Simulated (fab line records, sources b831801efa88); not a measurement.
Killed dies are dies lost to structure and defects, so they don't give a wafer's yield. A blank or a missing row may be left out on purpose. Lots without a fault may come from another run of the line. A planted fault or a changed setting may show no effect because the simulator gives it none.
Chamber matching | flow sky130 | SKY_CAPM_CVD_00 on pecvd-03: 3 sister chambers
The step deposits SiO2, target thk 15.5 nm. 20 wafers are shown with their chamber, then 10 later ones without.

WAFERS WITH THEIR CHAMBER
wafer  | chamber | heater_power_w (W)
L076.1 | 0       | 748
L076.2 | 1       | 621
L076.5 | 0       | 752
L078.1 | 0       | 640
L078.2 | 1       | 629
L078.5 | 1       | 623
L082.1 | 2       | 927
L082.2 | 0       | 746
L082.5 | 0       | 783
L081.1 | 1       | 652
L081.2 | 2       | 826
L081.4 | 1       | 639
L083.1 | 2       | 793
L083.3 | 0       | 702
L083.5 | 2       | 811
L088.1 | 0       | 765
L088.2 | 2       | 861
L088.4 | 2       | 859
L090.2 | 2       | 813
L090.4 | 0       | 693

SIGNATURES (means of the wafers above)
reading        | chamber 0 | chamber 1 | chamber 2 | scatter within a chamber
heater_power_w | 728.62    | 632.80    | 841.43    | 40.8
Rule: a wafer's distance from a chamber is the root of the sum, over the readings, of the square of ((its reading less the chamber's mean) divided by the reading's scatter). The wafer belongs to the nearest chamber; if the next one is less than 2 further off, it can't be placed. The scatter: the root of (the sum of the squares of (reading less its chamber's mean) over the shown wafers, divided by (wafers less chambers)).

WAFERS WITHOUT THEIR CHAMBER
wafer  | heater_power_w (W)
L090.6 | 611
L092.2 | 624
L092.4 | 754
L092.5 | 909
L095.1 | 843
L095.3 | 720
L095.5 | 853
L096.1 | 750
L096.3 | 639
L096.5 | 741

WHICH CHAMBER EACH WENT THROUGH
wafer  | from the rows above     | in truth
L090.6 | 1                       | 1
L092.2 | 1                       | 1
L092.4 | can't be placed: 0 or 2 | 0
L092.5 | 2                       | 2
L095.1 | 2                       | 2
L095.3 | can't be placed: 0 or 1 | 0
L095.5 | 2                       | 2
L096.1 | can't be placed: 0 or 2 | 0
L096.3 | 1                       | 1
L096.5 | 0                       | 0
Placed correctly: 7 of 10. Can't be placed from these rows: 3 (the true chamber is among the candidates in 3). Placed wrongly: 0.
